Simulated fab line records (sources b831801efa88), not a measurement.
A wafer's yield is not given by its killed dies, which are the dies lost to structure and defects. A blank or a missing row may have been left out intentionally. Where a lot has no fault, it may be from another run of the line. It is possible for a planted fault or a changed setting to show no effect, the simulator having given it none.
One fault seen from 2 desks    flow sfqLine    each desk holds nothing but its own numbers, with what lay behind them at the end

== DESK OF THE TOOL OWNER: rieMetal-04 ==
The tool's own readings at SFQ_TRILAYER_M4_BARC_OPEN_METAL_ETCH_123 (etches BARC in O2, target depth 125 nm, time 41.7 s): means of the sampled wafers that have a number, for each lot that ran on this tool. The brackets show how far a lot's mean lies from the usual mean; more than 4 standard deviations puts the lot out of limits, marked OUT.
Columns: A = drypumpMotorCurrentA at SFQ_TRILAYER_M4_BARC_OPEN_METAL_ETCH_123, usual 5.5 A; B = oesProductAu at SFQ_TRILAYER_M4_BARC_OPEN_METAL_ETCH_123, usual 0.685 a.u.; C = runLengthS at SFQ_TRILAYER_M4_BARC_OPEN_METAL_ETCH_123, usual 69.98 s
lot   first seen here  A    B      C
L876  day 37 15:28     5.0  0.687  69.88
L880  day 38 10:40     4.9  0.668  72.44 (+8.8) OUT
L882  day 39 02:16     4.9  0.673  72.33 (+8.4) OUT
This desk's finding: out of limits on L880, L882; first on L880, day 38 10:40 (runLengthS at SFQ_TRILAYER_M4_BARC_OPEN_METAL_ETCH_123). L876 stayed within limits.

== METROLOGY DESK ==
What the gauges read for every lot (on any tool): the sampled wafers with a number, averaged. The brackets show how far a lot's mean lies from the usual mean; more than 4 standard deviations puts the lot out of limits, marked OUT.
Columns: A = M4_NB_RS at SFQ_M4_RS_MEAS_924, usual 0.884 ohm/sq; B = M4_OVL at SFQ_M4_OVL_MEAS_926, usual 3 nm
lot   first seen here  A      B
L873  day 34 04:22     0.879  -3
L876  day 35 05:34     0.882  14
L880  day 36 09:58     0.887  3
L882  day 37 08:44     0.878  7
L888  day 39 11:07     0.896  2
L890  day 39 19:31     0.885  11
Finding of this desk: none of the 6 lots has anything out of limits.

== BROUGHT TOGETHER ==
At day 38 10:40, on L880, L882, the tool owner's desk was in a position to raise an alarm.
Nothing out of limits was seen by the metrology desk.
The metrology desk has L880, L882 on record, within its limits.
On rieMetal-04, each named lot ran SFQ_TRILAYER_M4_BARC_OPEN_METAL_ETCH_123.

== WHAT THE SIMULATOR PUT IN ==
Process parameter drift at SFQ_TRILAYER_M4_BARC_OPEN_METAL_ETCH_123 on rieMetal-04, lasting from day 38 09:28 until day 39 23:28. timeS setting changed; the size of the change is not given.
Shown lots that were struck: L880, L882.
Each desk's first reading out of limits, in hours after the fault started: the tool owner's desk, 1.
